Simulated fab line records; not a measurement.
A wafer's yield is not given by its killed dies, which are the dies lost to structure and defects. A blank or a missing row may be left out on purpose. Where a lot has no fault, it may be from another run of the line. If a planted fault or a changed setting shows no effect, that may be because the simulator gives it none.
Problem report in the 8D (eight disciplines) form, filled by code | flow gf180mcu | the parts of the form that need people (team, actions taken, sign-off) are left out

## 1. THE ISSUE
Wafers free of any fault read 851 nm (standard deviation 9.9) for V3_CVD_02_THK at GF_V3_THK_MEAS_03, against a mean of 1010 nm on 6 wafers of 2 lots. Measured from the usual mean, that is +16 standard deviations.
First observed at day 22 09:53: wafer L931.2, on film_metro-04. Wafers with a number at this step in the record: 36, from 12 lots. Rule for "out", or "out of limits": more than 4 standard deviations from the usual mean. All remaining wafers that have a number are taken as sound.

## 2. WHAT THIS IS AND IS NOT
question                    | is                           | is not
which readings at this step | V3_CVD_02_THK                | -
which lots                  | L931, L935                   | L929, L930, L940, L941, L942, L946, L949, L950, L951, L952
which wafers of those lots  | all that have a number       | -
read on which gauges        | film_metro-03, film_metro-04 | film_metro-02
when                        | from day 22 09:53            | up to then (6 sound wafers); but 24 sound wafers of L940, L941, L942, L946, L949, L950, L951, L952 came after

## 3. THE SUSPECTS, EACH WITH WHAT RULES IT OUT
Counting: a tool at any process step up to the reading remains a suspect when it ran all the lots that are out and ran no sound lot after the first of those.
- the gauge at GF_V3_THK_MEAS_03: ruled out. Those wafers that are out were read across 2 gauges (film_metro-03, film_metro-04).
- pecvd-01 at GF_V3_CVD_02 (deposits SiO2 from TEOS, target thk 850 nm, time 94.851 s): ruled out as a lasting fault. Sound lots L941, L949, L950, L951, L952 ran on it after its first lot that is out, L931 (day 22 09:48).
Left after counting: nothing in the record.

## 4. THE CAUSE (what the simulator had put in)
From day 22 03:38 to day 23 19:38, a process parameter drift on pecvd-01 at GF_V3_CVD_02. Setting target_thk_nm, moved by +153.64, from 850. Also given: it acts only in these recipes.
The count ruled it out by mistake, since the rule takes a fault to strike every lot its tool runs from the start of the fault on, and this one did not do so.

## 5. SEQUENCE OF EFFECTS, ordered by route
Rows list readings where the struck wafers' mean (over those with a number) sits beyond 3 standard deviations from the usual. Only readings whose record carries a usual standard deviation are examined. hours: median over the lots of the time between each lot's start at the first step of this table that gives one and its start at this step. sigmas: the change, counted in usual standard deviations.
hours | step              | reading            | usual  | on struck wafers | change | sigmas
0     | GF_V3_THK_MEAS_03 | V3_CVD_02_THK      | 851 nm | 1010             | +159   | +16
0     | GF_V3_CMP_04      | time_to_endpoint_s | 81 s   | 141              | +60    | +14
Here are the process steps it includes:
- GF_V3_CMP_04: polishes SiO2.

## 6. HOW IT WOULD HAVE BEEN CAUGHT EARLIER
6 hours passed between the start of the fault at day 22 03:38 and the first reading out of limits at a measuring or inspecting step in this record, taken at day 22 09:53.
No tool reading at GF_V3_CVD_02 that has a usual standard deviation in the record was out on any struck wafer, so an alarm limit of 4 standard deviations on those readings would not have fired.
